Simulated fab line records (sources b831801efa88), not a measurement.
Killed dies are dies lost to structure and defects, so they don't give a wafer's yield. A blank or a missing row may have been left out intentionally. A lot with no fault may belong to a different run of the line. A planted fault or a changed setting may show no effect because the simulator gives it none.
Which tool is to blame? -- flow sky130 -- route of 708 steps, sampled at 1 step: 6 lots, 18 wafers

## WHAT EACH GAUGE READ, for each wafer
SKY_VT_ADJUST_HVTR_TW_MEAS_11.
lot,measured,on,VT_ADJUST_HVTR_TW
L713,day 10 01:07,film_metro-01,212.7 213.9 212.5
L717,day 11 09:19,film_metro-01,214.5 213.2 214.5
L721,day 12 14:28,film_metro-01,214.1 213.7 214.3
L725,day 13 19:25,film_metro-01,212.1 213.5 213.2
L729,day 14 23:19,film_metro-04,211.7 211.9 212.0
L734,day 16 13:44,film_metro-04,212.8 213.0 212.0

## WHICH TOOL RAN EACH LOT (tool, then ch and the chambers of the sampled wafers, then the start)
There is no process step in the record ahead of these readings.

## THE ANSWER, worked out from the rows above alone
Rule: what is usual is taken from the lots themselves. Put in order of their means at a reading, lots are off if they are a third of the lots or fewer, leave a main group of 4 or more, and stand apart from it by a gap of 3 or more times the standard deviation of the main group's means; of several such gaps the widest counts. Not used: any main group whose means are identical at the precision the tables above print for the reading. Also off: a lot with no number at a reading for which 4 or more lots have one. All remaining lots with rows at the step are treated as sound.
Across all readings shown, no lot is off: no conclusion can be drawn from this.

## WHAT THE SIMULATOR PUT IN
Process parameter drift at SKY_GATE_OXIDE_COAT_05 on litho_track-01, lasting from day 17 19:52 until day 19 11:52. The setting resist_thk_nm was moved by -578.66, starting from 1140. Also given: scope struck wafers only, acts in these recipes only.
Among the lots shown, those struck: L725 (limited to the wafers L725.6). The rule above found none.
